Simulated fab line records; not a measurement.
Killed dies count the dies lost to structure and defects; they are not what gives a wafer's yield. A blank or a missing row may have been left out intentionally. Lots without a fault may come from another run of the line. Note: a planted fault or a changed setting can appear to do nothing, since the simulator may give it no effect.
Chamber matching / flow sky130 / SKY_VIA2_CMP_24 on cmp-02: 4 sister chambers
The step polishes, stops on SiO2, t overpolish 20 s, target thk 0 nm. 4 wafers are shown with their chamber, then 6 later ones without.

== WAFERS WITH THEIR CHAMBER ==
wafer=L241.3; chamber=1; motor_current_A (A)=11.5
wafer=L241.4; chamber=3; motor_current_A (A)=9.9
wafer=L243.2; chamber=2; motor_current_A (A)=10.2
wafer=L243.4; chamber=0; motor_current_A (A)=8.7

== WAFERS MISSING THEIR CHAMBER ==
wafer=L243.6; motor_current_A (A)=8.9
wafer=L244.3; motor_current_A (A)=11.6
wafer=L244.6; motor_current_A (A)=10.7
wafer=L248.1; motor_current_A (A)=10.1
wafer=L248.4; motor_current_A (A)=10.7
wafer=L248.6; motor_current_A (A)=10.5

== WHICH CHAMBER EACH WENT THROUGH ==
wafer=L243.6; from the rows above=0; in truth=0
wafer=L244.3; from the rows above=1; in truth=1
wafer=L244.6; from the rows above=can't be placed: 2 or 3 or 1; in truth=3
wafer=L248.1; from the rows above=can't be placed: 2 or 3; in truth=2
wafer=L248.4; from the rows above=can't be placed: 2 or 3 or 1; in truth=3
wafer=L248.6; from the rows above=can't be placed: 2 or 3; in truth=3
Correct placement for 2 of the 6. From these rows, 4 cannot be placed; in 4 the true chamber is one of the candidates. Wrongly placed: 0.
How it was worked out, from the rows above alone: a wafer's distance from a chamber is the root of the sum, over the readings, of the square of ((its reading less the chamber's mean) divided by the reading's scatter). If the next closest chamber is less than 2 further off than the closest, the wafer can't be placed; otherwise it belongs to the closest. A chamber's mean is the mean of its shown wafers. The scatter: root of mean squared gap, hidden wafer to nearest shown wafer, with one shown wafer a chamber.
